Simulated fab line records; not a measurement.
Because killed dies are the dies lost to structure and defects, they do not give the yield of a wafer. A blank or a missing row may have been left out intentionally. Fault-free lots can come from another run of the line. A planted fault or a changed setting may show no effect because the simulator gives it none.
Problem report, 8D (eight disciplines) form, completed by code || flow sky130 || the parts of the form that need people (team, actions taken, sign-off) are left out

1. THE PROBLEM
Mean CAP2M_CVD_00_THK at SKY_CAP2M_THK_MEAS_01: 20.62 nm over 2 wafers in 2 lots; fault-free wafers: 15.51 nm, standard deviation 0.24. That puts it +21 standard deviations away from the usual mean.
First observed at day 43 18:29: wafer L504.5, on film_metro-01. The record holds 33 wafers of 11 lots with a number at this step. By rule, "out" or "out of limits" means more than 4 standard deviations away from the usual mean. The other wafers with a number count as sound.

2. WHAT IT IS, WHAT IT ISN'T
{"question": "which readings at this step", "is": "CAP2M_CVD_00_THK", "is not": "-"}
{"question": "which lots", "is": "L504, L506", "is not": "L492, L493, L494, L496, L498, L499, L511, L513, L514"}
{"question": "which wafers of those lots", "is": "L504.5, L506.5", "is not": "L504.2, L504.6, L506.2, L506.6"}
{"question": "read on which gauges", "is": "film_metro-01, film_metro-02", "is not": "film_metro-04"}
{"question": "when", "is": "from day 43 18:29", "is not": "up to then (20 sound wafers); but 11 sound wafers of L506, L511, L513, L514 came after"}

3. SUSPECTS, AND WHAT RULES EACH OUT
Counting: a tool at a process step up to the reading stays a suspect if it ran every lot that is out. Sound lots after the first of them don't rule it out here, since some wafers of a struck lot are sound.
- ruled out: the gauge at SKY_CAP2M_THK_MEAS_01. Those wafers that are out were read across 2 gauges (film_metro-01, film_metro-02).
- pecvd-04 at SKY_CAP2M_CVD_00 (deposits SiO2, target thk 15.5 nm): kept. Every lot that is out went through it, the first being L504 (day 43 18:28); the last sound lot it ran before that was L499 (day 42 07:56).
Left after counting: pecvd-04 at SKY_CAP2M_CVD_00.

4. THE CAUSE (what the simulator had put in)
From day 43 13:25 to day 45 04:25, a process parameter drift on pecvd-04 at SKY_CAP2M_CVD_00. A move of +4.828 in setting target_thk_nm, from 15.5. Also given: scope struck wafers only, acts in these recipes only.
The count eliminated every tool but this one.

5. SEQUENCE OF EFFECTS, ordered by route
One row per reading whose mean, taken over the struck wafers that have a number, lies over 3 standard deviations from the usual. Readings are gone through only where the record gives a usual standard deviation; hours: the median, over the lots, of the time from a lot's start at the first step in this table giving one to that lot's start at this step; sigmas: the change measured in usual standard deviations.
{"hours": 0, "step": "SKY_CAP2M_THK_MEAS_01", "reading": "CAP2M_CVD_00_THK", "usual": "15.51 nm", "on struck wafers": 20.62, "change": "+5.11", "sigmas": "+21"}
{"hours": 44, "step": "SKY_METAL4_ETCH_17", "reading": "oes_product_au", "usual": "0.755 a.u.", "on struck wafers": 0.883, "change": "+0.128", "sigmas": "+18"}
Its process steps:
- SKY_METAL4_ETCH_17: etches SiO2 in C4F8/O2/Ar, stops on TiN, time 3.9 s, target depth 15 nm.

6. WHAT WOULD HAVE CAUGHT IT SOONER
In this record the first reading out of limits at a measuring or inspecting step was taken at day 43 18:29, 5 hours after the fault began at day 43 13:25.
An alarm limit of 4 standard deviations would not have fired on the tool readings at SKY_CAP2M_CVD_00 for which the record gives a usual standard deviation, since none of them was out on any struck wafer.
L506, from the lots that are out (2), started SKY_CAP2M_CVD_00 on pecvd-04 later than day 43 18:29. Holding the tool at that time would have saved it.
